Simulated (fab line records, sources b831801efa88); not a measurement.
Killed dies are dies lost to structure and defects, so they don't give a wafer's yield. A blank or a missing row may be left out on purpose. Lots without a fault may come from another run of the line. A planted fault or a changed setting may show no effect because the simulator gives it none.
Chamber matching | flow gf180mcu | GF_V4_CVD_02 on pecvd-04: 3 sister chambers
The step deposits SiO2 from TEOS, target thk 850 nm, time 94.851 s. 27 wafers are shown with their chamber, then 12 later ones without.

WAFERS WITH THEIR CHAMBER
wafer  | chamber | heater_power_w (W)
L075.2 | 1       | 588
L075.5 | 2       | 735
L075.6 | 0       | 741
L076.1 | 1       | 593
L076.2 | 0       | 667
L076.3 | 2       | 591
L076.4 | 1       | 625
L076.5 | 0       | 685
L076.6 | 2       | 671
L078.1 | 2       | 712
L078.2 | 0       | 744
L078.3 | 1       | 652
L078.4 | 0       | 593
L078.5 | 1       | 499
L078.6 | 2       | 582
L081.1 | 2       | 739
L081.2 | 1       | 628
L081.3 | 0       | 671
L081.4 | 2       | 589
L081.5 | 1       | 512
L081.6 | 0       | 694
L082.1 | 1       | 552
L082.2 | 0       | 652
L082.3 | 2       | 716
L082.4 | 1       | 597
L082.5 | 0       | 665
L082.6 | 2       | 758

SIGNATURES (means of the wafers above)
reading        | chamber 0 | chamber 1 | chamber 2 | scatter within a chamber
heater_power_w | 679.11    | 582.89    | 677.00    | 57.6
Rule: a wafer's distance from a chamber is the root of the sum, over the readings, of the square of ((its reading less the chamber's mean) divided by the reading's scatter). The wafer belongs to the nearest chamber; if the next one is less than 2 further off, it can't be placed. The scatter: the root of (the sum of the squares of (reading less its chamber's mean) over the shown wafers, divided by (wafers less chambers)).

WAFERS WITHOUT THEIR CHAMBER
wafer  | heater_power_w (W)
L083.1 | 629
L083.2 | 678
L083.5 | 711
L086.3 | 630
L086.4 | 692
L086.5 | 502
L095.2 | 579
L095.4 | 609
L095.6 | 683
L097.1 | 703
L097.3 | 615
L097.5 | 724

WHICH CHAMBER EACH WENT THROUGH
wafer  | from the rows above          | in truth
L083.1 | can't be placed: 1 or 2 or 0 | 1
L083.2 | can't be placed: 2 or 0 or 1 | 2
L083.5 | can't be placed: 0 or 2 or 1 | 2
L086.3 | can't be placed: 2 or 1 or 0 | 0
L086.4 | can't be placed: 0 or 2 or 1 | 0
L086.5 | can't be placed: 1 or 2 or 0 | 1
L095.2 | can't be placed: 1 or 2 or 0 | 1
L095.4 | can't be placed: 1 or 2 or 0 | 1
L095.6 | can't be placed: 0 or 2 or 1 | 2
L097.1 | can't be placed: 0 or 2 or 1 | 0
L097.3 | can't be placed: 1 or 2 or 0 | 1
L097.5 | can't be placed: 0 or 2 or 1 | 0
Placed correctly: 0 of 12. Can't be placed from these rows: 12 (the true chamber is among the candidates in 12). Placed wrongly: 0.
